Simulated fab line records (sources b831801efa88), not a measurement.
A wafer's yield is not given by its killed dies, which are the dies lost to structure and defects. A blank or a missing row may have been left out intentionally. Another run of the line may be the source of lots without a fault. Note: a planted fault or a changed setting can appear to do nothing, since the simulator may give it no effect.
Which tool is to blame? || flow sky130 || 18 wafers from 6 lots sampled at 2 of the route's 708 steps

WHAT EACH GAUGE READ, for each wafer
SKY_VIA4_RS_MEAS_19: a four-point-probe measurement.
{"lot": "L531", "measured": "day 43 00:47", "on": "film-metro-03", "VIA4_W_RS (ohm/sq)": "0.2299 0.2311 0.2320"}
{"lot": "L534", "measured": "day 44 01:23", "on": "film-metro-04", "VIA4_W_RS (ohm/sq)": "0.2252 0.2267 0.2277"}
{"lot": "L537", "measured": "day 44 19:30", "on": "film-metro-04", "VIA4_W_RS (ohm/sq)": "0.2274 0.2248 0.2267"}
{"lot": "L541", "measured": "day 46 01:16", "on": "film-metro-04", "VIA4_W_RS (ohm/sq)": "0.1133 0.1144 0.1136"}
{"lot": "L550", "measured": "day 48 01:45", "on": "film-metro-02", "VIA4_W_RS (ohm/sq)": "0.1132 0.1132 0.1147"}
{"lot": "L553", "measured": "day 49 00:23", "on": "film-metro-04", "VIA4_W_RS (ohm/sq)": "0.2264 0.2260 0.2287"}

WHAT TOOL EACH LOT RAN ON (gives the tool, then ch and the chambers of the sampled wafers, and finally the start)
{"lot": "L531", "SKY_VIA4_CVD_18": "cvd-w-01 ch 0,1, day 43 00:38"}
{"lot": "L534", "SKY_VIA4_CVD_18": "cvd-w-01 ch 1, day 44 01:14"}
{"lot": "L537", "SKY_VIA4_CVD_18": "cvd-w-01 ch 0,1, day 44 19:20"}
{"lot": "L541", "SKY_VIA4_CVD_18": "cvd-w-02 ch 0,1, day 46 00:45"}
{"lot": "L550", "SKY_VIA4_CVD_18": "cvd-w-01 ch 0,1, day 48 01:17"}
{"lot": "L553", "SKY_VIA4_CVD_18": "cvd-w-01 ch 0,1, day 49 00:13"}
- SKY_VIA4_CVD_18: deposits W, target thk 505 nm, time 152.14 s.

THE ANSWER, worked out from the rows above alone
Rule: the lots themselves supply what counts as usual. The widest of any qualifying gaps counts: lots, ordered by their means at a reading, are off when they make up no more than a third of the lots, leave a main group of 4 or more, and stand apart from it by 3 or more times the standard deviation of that group's means. Not used: any main group whose means are identical at the precision the tables above print for the reading. A lot without any number at a reading at which 4 lots or more have one is off too. All remaining lots with rows at the step are treated as sound.
Off: L541, L550, seen at SKY_VIA4_RS_MEAS_19 (VIA4_W_RS). Mean 0.2277 ohm/sq and standard deviation 0.0019 in the main group.
A tool fits if, at a process step before that reading, it ran every lot that is off, and no sound lot after the first of them. Gauges at SKY_VIA4_RS_MEAS_19: tried the same way as those tools. No candidate that was tried fits.

WHAT HAD BEEN PUT IN BY THE SIMULATOR
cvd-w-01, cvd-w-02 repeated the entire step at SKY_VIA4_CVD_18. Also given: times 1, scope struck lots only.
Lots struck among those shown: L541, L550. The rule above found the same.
